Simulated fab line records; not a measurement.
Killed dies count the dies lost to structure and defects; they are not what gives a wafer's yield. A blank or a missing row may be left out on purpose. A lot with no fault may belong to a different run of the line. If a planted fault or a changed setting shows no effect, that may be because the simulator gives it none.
Split-lot trial + flow sfqLine + 5 lots, 23 wafers read, on a route of 325 steps

ABOUT THE SPLIT
At SFQ_TRILAYER_M7_LITHO_PEB_180 (peb time 60 s), the setting pebTempC was moved away from the recipe's 115 C on 7 of the 23 wafers read, by -2.8% to +3.1%. All remaining wafers had this setting at the recipe value.

Split to reading: the file shows no intervening step.

THE READING
M7.cdNm (the simulator's own value, which no gauge read), in nm, at SFQ_TRILAYER_M7_BARC_OPEN_METAL_ETCH_229 (etches BARC in O2, target depth 125 nm, time 41.7 s). No usual value for it is given in the file. Across the 16 wafers here that went through the recipe, the average is 500.4 nm and the standard deviation 1.3 nm.

| wafer  | tool, chamber at the split | pebTempC as run, C | against the recipe | M7.cdNm, nm | against lot-mates on the recipe |
|--------|----------------------------|--------------------|--------------------|-------------|---------------------------------|
| L074.1 | lithoTrack-04, 0           | 115                | recipe             | 500.6       | -                               |
| L074.2 | lithoTrack-04, 0           | 115                | recipe             | 501.1       | -                               |
| L074.4 | lithoTrack-04, 0           | 115                | recipe             | 499.7       | -                               |
| L074.5 | lithoTrack-04, 0           | 115                | recipe             | 500.2       | -                               |
| L074.6 | lithoTrack-04, 0           | 115                | recipe             | 500.8       | -                               |
| L077.4 | lithoTrack-04, 0           | 115                | recipe             | 499.3       | -                               |
| L077.5 | lithoTrack-04, 0           | 115                | recipe             | 496.8       | -                               |
| L077.6 | lithoTrack-04, 0           | 115                | recipe             | 499         | -                               |
| L078.1 | lithoTrack-04, 0           | 112.2              | -2.4%              | 556.9       | +56.2                           |
| L078.2 | lithoTrack-04, 0           | 115                | recipe             | 501.2       | -                               |
| L078.4 | lithoTrack-04, 0           | 112.2              | -2.4%              | 557.3       | +56.6                           |
| L078.5 | lithoTrack-04, 0           | 115                | recipe             | 500.9       | -                               |
| L078.6 | lithoTrack-04, 0           | 115                | recipe             | 500.1       | -                               |
| L080.1 | lithoTrack-02, 0           | 111.8              | -2.8%              | 564.9       | +64.0                           |
| L080.3 | lithoTrack-02, 0           | 111.8              | -2.8%              | 564.8       | +63.9                           |
| L080.4 | lithoTrack-02, 0           | 115                | recipe             | 500         | -                               |
| L080.5 | lithoTrack-02, 0           | 115                | recipe             | 501.8       | -                               |
| L080.6 | lithoTrack-02, 0           | 111.8              | -2.8%              | 565.1       | +64.2                           |
| L084.1 | lithoTrack-02, 0           | 115                | recipe             | 502.7       | -                               |
| L084.2 | lithoTrack-02, 0           | 118.6              | +3.1%              | 443.7       | -57.8                           |
| L084.3 | lithoTrack-02, 0           | 115                | recipe             | 500.9       | -                               |
| L084.5 | lithoTrack-02, 0           | 118.6              | +3.1%              | 444.9       | -56.6                           |
| L084.6 | lithoTrack-02, 0           | 115                | recipe             | 500.8       | -                               |

FIT RESULTS
A straight line over all 23 wafers: M7.cdNm changes by -21.1 nm for each +1% of pebTempC; r = -0.99; the points scatter about the line by 3.7 nm.
The same after taking each lot's own level away (the mean of its wafers on the recipe; 23 wafers): -21.1 nm for each +1%; r = -1.00; scatter 3.2 nm.
That fit puts the effect of the largest move of pebTempC on the reading at 66 nm.
The lots' own levels span 498.37 to 501.47 nm, that is 2.4 times the standard deviation above.
So the lot-to-lot level changes the slope little: the two slopes agree.
Check: with one of the wafers moved furthest among these (+3.1%) left out of the fit, the line predicts -66.5 nm for it against its lot-mates. It came out at -57.8 nm against them.

ADDITIONAL SPLITS CARRIED BY THESE WAFERS
Before the reading, these wafers also passed through other splits. Each is held against what the fit with the lots' levels taken away leaves over:
| other split on the same wafers              | wafers away from the commonest value | r with M7.cdNm (lot level and that fit taken away) |
|---------------------------------------------|--------------------------------------|----------------------------------------------------|
| SFQ_TRILAYER_I6_VIA_ETCH_VIA_ETCH_172 biasW | 7                                    | -0.05                                              |

FILE'S OWN FIT
M7.cdNm changes by -21.1 nm for each +1% of pebTempC, r = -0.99.
